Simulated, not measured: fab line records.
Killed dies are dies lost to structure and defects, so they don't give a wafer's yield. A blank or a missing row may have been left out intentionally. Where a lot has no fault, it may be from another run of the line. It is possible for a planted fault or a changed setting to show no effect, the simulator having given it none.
Which tool did it? | flow sky130 | 36 wafers from 12 lots sampled at 2 of the route's 708 steps

## WHAT THE GAUGES SHOWED, per wafer
SKY_CONTACT_THK_MEAS_03.
lot  | measured     | on           | CONTACT_HDPCVD_THK (nm)
L804 | day 30 04:49 | filmMetro-03 | 564 554 567
L805 | day 30 11:38 | filmMetro-04 | 567 566 564
L807 | day 31 02:29 | filmMetro-01 | 561 567 569
L808 | day 31 09:33 | filmMetro-03 | 567 551 548
L809 | day 31 23:12 | filmMetro-03 | 562 565 561
L810 | day 32 01:37 | filmMetro-03 | 565 569 579
L811 | day 32 10:28 | filmMetro-01 | 559 577 572
L820 | day 35 08:41 | filmMetro-01 | 557 571 564
L821 | day 35 18:26 | filmMetro-01 | 563 573 556
L824 | day 38 01:58 | filmMetro-03 | 559 554 562
L825 | day 38 03:34 | filmMetro-01 | 571 572 573
L826 | day 38 09:26 | filmMetro-04 | 570 566 567

## EACH LOT AND THE TOOL THAT RAN IT (in order: tool; ch and the chambers of the sampled wafers; start)
lot  | SKY_CONTACT_CVD_00
L804 | pecvd-02 ch 0,1,2, day 30 04:38
L805 | pecvd-04 ch 0,1,2, day 30 11:27
L807 | pecvd-04 ch 0,1,2, day 31 02:20
L808 | pecvd-03 ch 0,1, day 31 09:23
L809 | pecvd-03 ch 0,1, day 31 23:01
L810 | pecvd-04 ch 1,2, day 32 01:27
L811 | pecvd-02 ch 1,2, day 32 10:17
L820 | pecvd-03 ch 0, day 35 08:30
L821 | pecvd-02 ch 0,1,2, day 35 18:16
L824 | pecvd-04 ch 0,2, day 38 01:47
L825 | pecvd-03 ch 0,2, day 38 03:24
L826 | pecvd-04 ch 0,1,2, day 38 09:15
- SKY_CONTACT_CVD_00: deposits Si3N4, target thk 75 nm.

## AS READ BY THE TOOLS THEMSELVES (means over the sampled wafers that have a number; for cases with no such wafer, the mark the record gives instead)
SKY_CONTACT_CVD_00.
lot  | tool     | heaterPowerW (W)
L804 | pecvd-02 | 695
L805 | pecvd-04 | 748
L807 | pecvd-04 | 667
L808 | pecvd-03 | 579
L809 | pecvd-03 | 579
L810 | pecvd-04 | 682
L811 | pecvd-02 | 737
L820 | pecvd-03 | 668
L821 | pecvd-02 | 753
L824 | pecvd-04 | 680
L825 | pecvd-03 | 645
L826 | pecvd-04 | 754

## THE ANSWER, worked out from the rows above alone
Rule: what is usual is taken from the lots themselves. Put in order of their means at a reading, lots are off if they are a third of the lots or fewer, leave a main group of 4 or more, and stand apart from it by a gap of 3 or more times the standard deviation of the main group's means; of several such gaps the widest counts. A main group is skipped when, at the precision printed for the reading in the tables above, its means are all equal. A lot without any number at a reading at which 4 lots or more have one is off too. Any other lot the step has rows for is counted as sound. First the gauges in route order, then the tools' own readings, where a lot's mean is used as printed above. At the first step where some lot is off, the reading lying furthest off is the one used; lots without a number count as furthest.
Nothing can be told from this: no lot is off at any reading shown.

## WHAT HAD BEEN PUT IN BY THE SIMULATOR
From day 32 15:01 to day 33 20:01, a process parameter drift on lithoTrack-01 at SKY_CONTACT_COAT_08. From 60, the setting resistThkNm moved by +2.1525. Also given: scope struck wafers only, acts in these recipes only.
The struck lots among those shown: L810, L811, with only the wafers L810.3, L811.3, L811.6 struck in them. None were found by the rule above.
